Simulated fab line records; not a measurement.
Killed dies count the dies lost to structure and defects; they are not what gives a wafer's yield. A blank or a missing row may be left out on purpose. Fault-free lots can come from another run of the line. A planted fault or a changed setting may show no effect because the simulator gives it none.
Comparing a struck lot with a sound one ; flow gf180mcu ; 16 out of 602 route steps
Sound: wafers L962.2, L962.4, L962.6. Wafers L958.3, L958.4, L958.6 were the ones struck. The cause is given at the end.
Each step with rows lists, per side, the tool, then ch with its chambers, then its first start. Under that, the readings that differ: sound wafers ; struck wafers ; difference of the means ; sigmas: that difference in standard deviations of wafers without a fault.
alike: a reading whose means differ by less than 2 such deviations, as well as words and numbers matching on both sides. not compared: withheld readings; readings where some wafer has no value; bounds like >300 that might hide an equal value; numbers whose values overlap and for which the record gives no deviation.
The two part at a step that has a row with sigmas, a row that says differs or no value, or rows on one side only. Numbers that have no deviation but don't overlap get no sigmas and don't part them. A reading that every wafer of one side lacks parts them only if that side has two wafers or more.

GF_V2_BOW_MEAS_05:
  sound on film-metro-04, day 25 08:01; struck on film-metro-01, day 24 03:32
  alike: V2_BOW
then, 8 steps without rows for these wafers: GF_V2_DEHYDRATE_06 (time 60 s); GF_V2_HMDS_07 (prime time 60 s); GF_V2_COAT_08; GF_V2_COAT_09 (resist thk 1000 nm); GF_V2_SOFTBAKE_10 (time 60 s); GF_V2_EXPOSE_11 (exposes mask Via2, target cd 260 nm); GF_V2_PEB_12 (peb time 90 s); GF_V2_DEVELOP_13 (develop time 60 s).
GF_V2_CD_MEAS_14: target cd 260 nm.
  sound on cd-sem-01, day 26 05:37; struck on cd-sem-02, day 25 01:11
  alike: cd-nm
GF_V2_OVL_MEAS_15:
  sound on overlay-02, day 26 05:44; struck on overlay-02, day 25 01:17
  alike: V2_OVL
GF_V2_ETCH_16: etches BARC in N2/H2.
  sound on rie-diel-02 ch 0,1,3, day 26 05:46; struck on rie-diel-02 ch 2,3, day 25 01:19
  alike: bias-w, chamber-pressure-mTorr, drypump-motor-current-A, oes-product-au, throttle-valve-pct
GF_V2_ETCH_17: etches SiO2 in C4F8/O2/Ar, stops on TiN, target depth 630 nm.
  sound on rie-diel-02 ch 0,1,3, day 26 05:00; struck on rie-diel-02 ch 2,3, day 25 01:00
  no value came back on the struck wafers for bias-w (W), chamber-pressure-mTorr (mTorr), oes-product-au (a.u.); on the sound wafers bias-w (W) reads 1194 1201 1198
GF_V2_STRIP_18: strips in O2/N2.
  sound on plasma-asher-03 ch 0, day 26 05:53; struck on plasma-asher-02 ch 0,1, day 25 01:28
reading;sound;struck;difference;sigmas
oes-product-au (a.u.);0.594 0.593 0.603;0.664 0.665 0.671;+0.070;+15
  alike: drypump-motor-current-A, heater-power-w
  not compared: rf-hours-counter-h
then, 1 step without rows for these wafers: GF_V2_STRIP_19 (strips in post etch residue remover, time 1200 s).
-- the record jumps here: 8 days lie between the struck wafers' starts before and after (it left off in module V2 and takes up again in module PASSIVATION, whose first step shown is number 602 of the route) --
GF_PASSIVATION_PROBE_99:
  rows exist in the record for the struck wafers here (prober-02, day 32 18:59), but not for the sound ones

## WHERE THEY PART
At GF_V2_ETCH_17 first; at GF_PASSIVATION_PROBE_99 last (within this record only).

WHY: the cause the simulator had injected
Whole step skipped at GF_V2_ETCH_17 on rie-diel-02, starting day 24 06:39. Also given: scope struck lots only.
